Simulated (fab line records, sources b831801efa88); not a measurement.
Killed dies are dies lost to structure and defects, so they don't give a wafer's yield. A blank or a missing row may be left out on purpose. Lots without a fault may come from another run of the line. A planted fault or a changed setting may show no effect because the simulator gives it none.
A struck lot beside a sound one | flow gf180mcu | 15 steps out of a route of 602
Sound: wafers L624.2, L624.4, L624.5. Struck: wafers L616.2, L616.3, L616.6. The cause comes at the end.
At each step with rows: each side's tool, then ch and its chambers, then its first start. Under that, the readings that differ: sound wafers | struck wafers | difference of the means | sigmas: that difference in standard deviations of wafers without a fault.
alike: readings whose means differ by less than 2 such deviations, and words and numbers that are the same on both sides. not compared: withheld readings, readings that some wafer has no value for, bounds like >300 that may hide the same value, and numbers for which the record gives no deviation and whose values overlap.
The two part at a step that has a row with sigmas, a row that says differs or no value, or rows on one side only. Numbers that don't overlap but have no deviation are shown without sigmas and don't part them. A reading that every wafer of one side lacks parts them only if that side has two wafers or more.

GF_VT_IMPLANT_OVL_MEAS_07:
  sound on overlay-02, day 10 17:52; struck on overlay-01, day 8 16:10
  alike: VT_IMPLANT_OVL
then, 1 step without rows for these wafers: GF_VT_IMPLANT_IMPLANT_08.
GF_VT_IMPLANT_STRIP_09: strips in O2/N2.
  sound on plasma_asher-03 ch 0,1, day 10 18:03; struck on plasma_asher-04 ch 0,1, day 8 16:21
  alike: drypump_motor_current_A, heater_power_w, n2_flow_sccm, oes_product_au, strip_time_to_endpoint_s
  not compared: rf_hours_counter_h
GF_VT_IMPLANT_TW_MEAS_10:
  sound on film_metro-01, day 10 18:10; struck on film_metro-02, day 8 16:28
  alike: VT_IMPLANT_TW
then, 7 steps without rows for these wafers: GF_VT_IMPLANT_DEHYDRATE_11 (time 60 s); GF_VT_IMPLANT_HMDS_12 (prime time 60 s); GF_VT_IMPLANT_COAT_13 (resist thk 1000 nm); GF_VT_IMPLANT_SOFTBAKE_14 (time 60 s); GF_VT_IMPLANT_EXPOSE_15 (exposes mask Nwell LV AREA, target cd 860 nm); GF_VT_IMPLANT_PEB_16; GF_VT_IMPLANT_DEVELOP_17 (develop time 60 s).
GF_VT_IMPLANT_OVL_MEAS_18:
  sound on overlay-01, day 11 11:53; struck on overlay-02, day 9 09:05
  reading                | sound       | struck         | difference | sigmas
  VT_IMPLANT_01_OVL (nm) | 1.9 0.6 2.5 | -1.9 -1.8 -2.2 | -3.6       | -3
GF_VT_IMPLANT_IMPLANT_19:
  sound on implanter-02 ch 0, day 11 11:56; struck on implanter-03 ch 0, day 9 09:08
  reading                   | sound              | struck            | difference | sigmas
  beam_energy_keV           | 99.99 100.01 99.99 | 97.74 97.74 97.73 | -2.26      | -73
  model.implant.drp_nm (nm) | 24.08 24.08 24.08  | 23.64 23.64 23.64 | -0.44      |
  alike: dose_ions_cm2
GF_VT_IMPLANT_STRIP_20: strips in O2/N2.
  sound on plasma_asher-03 ch 0,1, day 11 12:04; struck on plasma_asher-01 ch 0,1, day 9 09:16
  alike: drypump_motor_current_A, heater_power_w, n2_flow_sccm, oes_product_au, strip_time_to_endpoint_s
  not compared: rf_hours_counter_h
-- the record jumps here: 23 days lie between the struck wafers' starts before and after (it left off in module VT_IMPLANT and takes up again in module PASSIVATION, whose first step shown is number 602 of the route) --
GF_PASSIVATION_PROBE_99:
  the record has rows for the struck wafers here (prober-02, day 32 12:58) and none for the sound ones

WHERE THEY PART
First at GF_VT_IMPLANT_OVL_MEAS_18; last, within this record, at GF_PASSIVATION_PROBE_99.

WHY: what the simulator had put in
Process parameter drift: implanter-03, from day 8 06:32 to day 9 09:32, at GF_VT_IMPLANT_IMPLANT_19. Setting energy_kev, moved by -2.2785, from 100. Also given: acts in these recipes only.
